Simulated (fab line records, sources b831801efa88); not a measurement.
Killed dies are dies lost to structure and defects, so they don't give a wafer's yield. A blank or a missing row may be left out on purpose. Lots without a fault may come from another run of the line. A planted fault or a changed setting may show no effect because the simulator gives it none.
Chamber matching | flow sky130 | SKY_CONTACT_CMP_27 on cmp-01: 4 sister chambers
The step polishes, stops on SiO2, t overpolish 15 s, target thk 0 nm. 8 wafers are shown with their chamber, then 10 later ones without.

WAFERS WITH THEIR CHAMBER
wafer  | chamber | motor_current_A (A) | time_to_endpoint_s (s)
L535.6 | 0       | 12.7                | 81
L536.2 | 0       | 11.9                | 84
L537.1 | 3       | 11.9                | 83
L538.2 | 2       | 10.8                | 80
L538.4 | 1       | 11.1                | 80
L538.5 | 1       | 10.6                | 82
L539.3 | 2       | 10.2                | 77
L539.4 | 3       | 11.6                | 78

WAFERS WITHOUT THEIR CHAMBER
wafer  | motor_current_A (A) | time_to_endpoint_s (s)
L539.5 | 11.4                | 76
L545.1 | 12.5                | 87
L545.3 | 12.3                | 81
L545.5 | 12.4                | 85
L547.1 | 12.7                | 83
L547.4 | 10.6                | 76
L547.5 | 12.8                | 81
L551.2 | 12.0                | 73
L551.3 | 12.2                | 81
L551.5 | 12.2                | 79

WHICH CHAMBER EACH WENT THROUGH
wafer  | from the rows above               | in truth
L539.5 | can't be placed: 3 or 2 or 1 or 0 | 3
L545.1 | can't be placed: 0 or 3           | 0
L545.3 | can't be placed: 0 or 3           | 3
L545.5 | can't be placed: 0 or 3           | 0
L547.1 | can't be placed: 0 or 3           | 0
L547.4 | can't be placed: 2 or 1           | 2
L547.5 | can't be placed: 0 or 3           | 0
L551.2 | can't be placed: 3 or 0 or 2 or 1 | 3
L551.3 | can't be placed: 0 or 3           | 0
L551.5 | can't be placed: 3 or 0           | 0
Placed correctly: 0 of 10. Can't be placed from these rows: 10 (the true chamber is among the candidates in 10). Placed wrongly: 0.
How it was worked out, from the rows above alone: a wafer's distance from a chamber is the root of the sum, over the readings, of the square of ((its reading less the chamber's mean) divided by the reading's scatter). The wafer belongs to the nearest chamber; if the next one is less than 2 further off, it can't be placed. A chamber's mean is the mean of its shown wafers. The scatter: the root of (the sum of the squares of (reading less its chamber's mean) over the shown wafers, divided by (wafers less chambers)).
